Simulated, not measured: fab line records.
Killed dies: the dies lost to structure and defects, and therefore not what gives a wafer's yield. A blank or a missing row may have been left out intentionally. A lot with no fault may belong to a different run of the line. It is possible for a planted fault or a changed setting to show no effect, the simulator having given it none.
Which tool is to blame? ; flow sky130 ; 10 lots (30 wafers sampled), 1 step of a 708-step route

== WHAT THE GAUGES READ, wafer by wafer ==
SKY_SD_N_CD_MEAS_07: the cd target is 380 nm.
lot;measured;on;cd-nm (nm)
L652;day 27 18:21;cd-sem-01;379.7 380.5 381.1
L655;day 28 19:16;cd-sem-02;378.9 380.1 378.5
L656;day 29 14:39;cd-sem-01;380.2 381.5 382.2
L657;day 29 17:37;cd-sem-02;383.2 382.3 382.6
L664;day 32 02:19;cd-sem-01;379.5 381.8 380.3
L668;day 33 10:45;cd-sem-01;376.9 377.0 378.4
L669;day 34 07:56;cd-sem-02;381.4 382.1 383.7
L672;day 34 17:06;cd-sem-01;376.5 376.2 375.7
L674;day 35 04:53;cd-sem-02;380.4 379.4 378.1
L675;day 35 09:40;cd-sem-02;377.5 380.5 378.4

== WHAT TOOL EACH LOT RAN ON (gives the tool, then ch and the chambers of the sampled wafers, and finally the start) ==
Before these readings, the record contains no process step.

== THE ANSWER, worked out from the rows above alone ==
Rule: what is usual is taken from the lots themselves. The widest of any qualifying gaps counts: lots, ordered by their means at a reading, are off when they make up no more than a third of the lots, leave a main group of 4 or more, and stand apart from it by 3 or more times the standard deviation of that group's means. Not used: any main group whose means are identical at the precision the tables above print for the reading. Also off: a lot with no number at a reading for which 4 or more lots have one. The other lots that the step has rows for count as sound.
None of the lots is off at any reading shown; this tells nothing.

== WHAT THE SIMULATOR PUT IN ==
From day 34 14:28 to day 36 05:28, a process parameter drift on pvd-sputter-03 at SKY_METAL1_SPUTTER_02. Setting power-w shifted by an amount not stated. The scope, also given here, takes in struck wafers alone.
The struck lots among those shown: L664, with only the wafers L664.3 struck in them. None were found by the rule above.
